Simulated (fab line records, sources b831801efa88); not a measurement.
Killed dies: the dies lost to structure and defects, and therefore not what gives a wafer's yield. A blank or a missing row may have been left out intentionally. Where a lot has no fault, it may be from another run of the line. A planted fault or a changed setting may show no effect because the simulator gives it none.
fab line records -- flow sky130
record: lots: 7, wafers: 21, lastDay: 51
route steps=708 shown VT_ADJUST_LVTN@102
lots that met no fault: from a run of the same line without faults
startH: hours from the record's opening day to when the first of the lot's shown wafers began -- waitH: time in hours since the lot's previous step -- " as in the row above -- L1.1+2: a single row standing in for several wafers -- - value missing, or start not given -- * or withheld: withheld -- < > ~ a bound
route shown NAME@n: a module of which the file shows steps, and the number in the route of the first -- usual: average and standard deviation across the fault-free wafers -- same: alike in all rows -- chamber/n: place in a boat -- sites: each site's reading -- _std_site: how widely they spread, as a standard deviation -- _edge_site: outer sites' mean less inner sites' -- radiusMm: how far each site lies from the wafer's centre -- mask NAME#n: copy n -- behind: the tool/chamber that last shaped the wafer -- hold: cause of the lot's hold/its duration in hours/its outcome -- device: the n, p or np transistor that did not switch -- end of line: the route-end tests of the same wafers -- a step without rows: its recipe alone -- killed: dies that structure and defects cost at the first sort, which is not the same as the wafer's yield -- map: per-die view of a wafer (x killed, . not killed, _ where there is no die)
set.NAME: the setting the step ran with; set.NAME@STEP: the setting that earlier step ran with -- model.NAME: the simulator's own value behind a step, which no gauge read
lots at some steps of the route; a table a step, a row a wafer
services: when a tool's chamber went out of use (startH, in hours from the record's first day, below 0 if earlier), for how many hours, and the reason
== steps ==
step: SKY_VT_ADJUST_LVTN_PEB_05
recipe: tempC: 115, timeS: withheld
step: SKY_VT_ADJUST_LVTN_DEVELOP_06
recipe: wallAngleDeg: 90, developer: TMAH, developTimeS: 60, devTempC: 23
step: SKY_VT_ADJUST_LVTN_OVL_MEAS_07
usual: VT_ADJUST_LVTN_OVL: 0.6/1.3
lot.wafer,tool,chamber,startH,waitH,VT_ADJUST_LVTN_OVL[nm]
L496.2,overlay-02,-,138.00,-,-0.7
L496.3,overlay-02,-,138.00,-,-0.3
L496.6,overlay-02,-,138.00,-,1.2
L509.1,overlay-01,-,230.24,-,-0.3
L509.2,overlay-01,-,230.24,-,-1.3
L509.3,overlay-01,-,230.24,-,2.2
L510.3,overlay-01,-,237.86,-,1.1
L510.4,overlay-01,-,237.86,-,0.6
L510.6,overlay-01,-,237.86,-,0.9
L511.2,overlay-02,-,241.80,-,0.0
L511.3,overlay-02,-,241.80,-,2.5
L511.5,overlay-02,-,241.80,-,4.2
L512.3,overlay-02,-,254.31,-,-0.6
L512.4,overlay-02,-,254.31,-,3.5
L512.5,overlay-02,-,254.31,-,3.0
L513.3,overlay-02,-,262.26,-,0.3
L513.4,overlay-02,-,262.26,-,-2.3
L513.6,overlay-02,-,262.26,-,-0.6
L515.3,overlay-02,-,272.26,-,1.9
L515.4,overlay-02,-,272.26,-,1.0
L515.6,overlay-02,-,272.26,-,1.3
step: SKY_VT_ADJUST_LVTN_IMPLANT_08
recipe: species: B, energyKev: 30, doseCm2: 1.57e+12, tiltDeg: withheld
step: SKY_VT_ADJUST_LVTN_STRIP_09
recipe: chemistry: O2/N2, powerW: 1400, pressureMtorr: 1500, platenTempC: withheld, o2FlowSccm: 3072, n2FlowSccm: 300, overashFraction: 0.5
usual: drypumpMotorCurrentA: 5.86/0.19, oesProductAu: 0.723/0.0045, stripTimeToEndpointS: 36.87/0.089
same: overashFraction: 0.5
lot.wafer,tool,chamber,startH,waitH,drypumpMotorCurrentA,oesProductAu,rfHoursCounterH,stripTimeToEndpointS
L496.2,plasmaAsher-04,1,138.18,0.1,5.73,0.720,2,36.82
L496.3,plasmaAsher-04,1,138.18,0.1,5.73,0.728,-,36.83
L496.6,plasmaAsher-04,0,138.18,0.1,6.05,0.721,-,36.72
L509.1,plasmaAsher-02,1,230.43,0.1,6.01,0.723,44,36.92
L509.2,plasmaAsher-02,0,230.43,0.1,5.56,0.721,44,36.74
L509.3,plasmaAsher-02,0,230.43,0.1,5.54,0.718,-,36.79
L510.3,plasmaAsher-02,0,238.07,0.1,5.60,0.722,-,37.02
L510.4,plasmaAsher-02,1,238.07,0.1,6.00,0.718,-,36.97
L510.6,plasmaAsher-02,1,238.07,0.1,5.99,0.725,-,36.96
L511.2,plasmaAsher-02,0,241.98,0.1,5.58,0.723,45,37.00
L511.3,plasmaAsher-02,0,241.98,0.1,5.56,0.728,-,36.95
L511.5,plasmaAsher-02,0,241.98,0.1,5.59,0.723,-,36.92
L512.3,plasmaAsher-02,0,254.52,0.1,5.58,0.720,-,36.93
L512.4,plasmaAsher-02,1,254.52,0.1,6.01,0.720,-,36.99
L512.5,plasmaAsher-02,1,254.52,0.1,6.02,0.723,-,36.99
L513.3,plasmaAsher-02,0,262.46,0.1,5.56,0.721,-,36.96
L513.4,plasmaAsher-02,1,262.46,0.1,6.01,0.721,-,36.94
L513.6,plasmaAsher-02,0,262.46,0.1,5.56,0.722,-,36.88
L515.3,plasmaAsher-04,1,272.46,0.1,5.72,0.723,-,36.92
L515.4,plasmaAsher-04,0,272.46,0.1,6.05,0.728,-,36.83
L515.6,plasmaAsher-04,0,272.46,0.1,6.04,0.722,-,36.80
step: SKY_VT_ADJUST_LVTN_TW_MEAS_10
usual: VT_ADJUST_LVTN_TW: 240.8/1.7
lot.wafer,tool,chamber,startH,waitH,VT_ADJUST_LVTN_TW
L496.2,filmMetro-03,-,138.29,0.1,237.7
L496.3,filmMetro-03,-,138.29,0.1,237.5
L496.6,filmMetro-03,-,138.29,0.1,238.7
L509.1,filmMetro-04,-,230.53,0.1,243.0
L509.2,filmMetro-04,-,230.53,0.1,242.7
L509.3,filmMetro-04,-,230.53,0.1,243.5
L510.3,filmMetro-03,-,238.16,0.1,238.0
L510.4,filmMetro-03,-,238.16,0.1,239.8
L510.6,filmMetro-03,-,238.16,0.1,237.4
L511.2,filmMetro-04,-,242.09,0.1,240.3
L511.3,filmMetro-04,-,242.09,0.1,240.8
L511.5,filmMetro-04,-,242.09,0.1,240.7
L512.3,filmMetro-04,-,254.61,0.1,240.1
L512.4,filmMetro-04,-,254.61,0.1,241.6
L512.5,filmMetro-04,-,254.61,0.1,240.9
L513.3,filmMetro-04,-,262.55,0.1,240.4
L513.4,filmMetro-04,-,262.55,0.1,242.1
L513.6,filmMetro-04,-,262.55,0.1,241.8
L515.3,filmMetro-02,-,272.55,0.1,242.8
L515.4,filmMetro-02,-,272.55,0.1,244.7
L515.6,filmMetro-02,-,272.55,0.1,242.6
step: SKY_VT_ADJUST_LVTN_DEHYDRATE_11
recipe: tempC: 200, timeS: 60
step: SKY_VT_ADJUST_LVTN_HMDS_12
recipe: primeTimeS: 60, primeTempC: 120
step: SKY_VT_ADJUST_LVTN_COAT_13
recipe: resist: NOVOLAK, spinRpm: 3000, resistThkNm: 1140
step: SKY_VT_ADJUST_LVTN_SOFTBAKE_14
recipe: tempC: 90, timeS: 60, resist: NOVOLAK
step: SKY_VT_ADJUST_LVTN_EXPOSE_15
recipe: maskId: HVN_STD_DERIVED, na: 0.6, sourceShape: conventional, sigmaOuter: 0.6, polarization: unpolarized, targetCdNm: 600, doseMj: 163
step: SKY_VT_ADJUST_LVTN_PEB_16
recipe: tempC: withheld, timeS: *, resist: NOVOLAK
step: SKY_VT_ADJUST_LVTN_DEVELOP_17
recipe: resist: NOVOLAK, developer: TMAH, developTimeS: 60, devTempC: 23
usual: chillPlateTempC: 23.00/0.11, developTimeS: 60/0, exhaustPa: 44.9/0.91
lot.wafer,tool,chamber,startH,waitH,chillPlateTempC,developTimeS,exhaustPa
L496.2,lithoTrack-02,0,157.52,0.1,22.92,60,45.1
L496.3,lithoTrack-02,0,157.52,0.1,23.13,60,44.8
L496.6,lithoTrack-02,0,157.52,0.1,22.96,60,44.4
L509.1,lithoTrack-04,0,255.39,0.1,23.01,60,45.1
L509.2,lithoTrack-04,0,255.39,0.1,23.02,60,45.1
L509.3,lithoTrack-04,0,255.39,0.1,23.09,60,44.6
L510.3,lithoTrack-01,-,263.25,0.1,-,-,-
L510.4,lithoTrack-01,-,263.25,0.1,-,-,-
L510.6,lithoTrack-01,-,263.25,0.1,-,-,-
L511.2,lithoTrack-04,-,267.82,0.1,-,-,-
L511.3,lithoTrack-04,-,267.82,0.1,-,-,-
L511.5,lithoTrack-04,-,267.82,0.1,-,-,-
L512.3,lithoTrack-04,-,280.34,0.1,-,-,-
L512.4,lithoTrack-04,-,280.34,0.1,-,-,-
L512.5,lithoTrack-04,-,280.34,0.1,-,-,-
L513.3,lithoTrack-02,0,288.04,0.1,22.94,60,43.3
L513.4,lithoTrack-02,0,288.04,0.1,23.19,60,46.7
L513.6,lithoTrack-02,0,288.04,0.1,23.03,60,46.1
L515.3,lithoTrack-04,0,297.59,0.1,22.95,60,45.3
L515.4,lithoTrack-04,0,297.59,0.1,22.72,60,43.9
L515.6,lithoTrack-04,0,297.59,0.1,23.14,60,46.0
step: SKY_VT_ADJUST_LVTN_OVL_MEAS_18
usual: VT_ADJUST_LVTN_01_OVL: 0.6/1.3
lot.wafer,tool,chamber,startH,waitH,VT_ADJUST_LVTN_01_OVL[nm]
L496.2,overlay-01,-,157.65,0.1,-0.5
L496.3,overlay-01,-,157.65,0.1,0.5
L496.6,overlay-01,-,157.65,0.1,-1.3
L509.1,overlay-02,-,255.54,0.1,0.5
L509.2,overlay-02,-,255.54,0.1,0.1
L509.3,overlay-02,-,255.54,0.1,1.3
L510.3,overlay-01,-,263.36,0.1,-
L510.4,overlay-01,-,263.36,0.1,-
L510.6,overlay-01,-,263.36,0.1,-
L511.2,overlay-02,-,267.95,0.1,-
L511.3,overlay-02,-,267.95,0.1,-
L511.5,overlay-02,-,267.95,0.1,-
L512.3,overlay-02,-,280.46,0.1,-
L512.4,overlay-02,-,280.46,0.1,-
L512.5,overlay-02,-,280.46,0.1,-
L513.3,overlay-02,-,288.16,0.1,-0.2
L513.4,overlay-02,-,288.16,0.1,-0.7
L513.6,overlay-02,-,288.16,0.1,-0.4
L515.3,overlay-01,-,297.71,0.1,0.7
L515.4,overlay-01,-,297.71,0.1,-0.9
L515.6,overlay-01,-,297.71,0.1,-0.8
== services ==
tool,chamber,startH,hours,kind
plasmaAsher-04,0,117.83,-,clean
plasmaAsher-04,1,117.83,-,clean
plasmaAsher-02,-,172.21,50.1,repair
plasmaAsher-04,-,176.03,4.8,repair
plasmaAsher-02,-,200.51,1.4,repair
plasmaAsher-04,-,249.56,3.8,repair
plasmaAsher-02,-,273.47,9.9,repair
== key ==
firstSign: step: SKY_VT_ADJUST_LVTN_DEVELOP_17, reading: toolRecord, direction: missing
effect none on later readings
metAt SKY_VT_ADJUST_LVTN_DEVELOP_17
struckWafers L510.3,L510.4,L510.6,L511.2,L511.3,L511.5,L512.3,L512.4,L512.5
sortLeftOut L510.3,L510.4,L510.6,L511.2,L511.3,L511.5,L512.3,L512.4,L512.5
testerLeftOut L510,L511,L512
onsetBetween 255.39 263.25
fault: kind: skippedStepWhole, tool: lithoTrack-01,lithoTrack-04, chamber: -, onsetH: 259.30, steps: SKY_VT_ADJUST_LVTN_DEVELOP_17, scope: struckLotsOnly
testerLeftOut: of these lots the tester's yield and bins aren't shown, on N5 and GAA mostly nor the transistor test; their killed dies are dies lost to structure and defects alone, not to doping, threshold or leakage, so they don't give the yield
sortLeftOut: the simulated sort isn't trusted on such a fault, so these wafers' sort isn't shown, and their yield isn't known
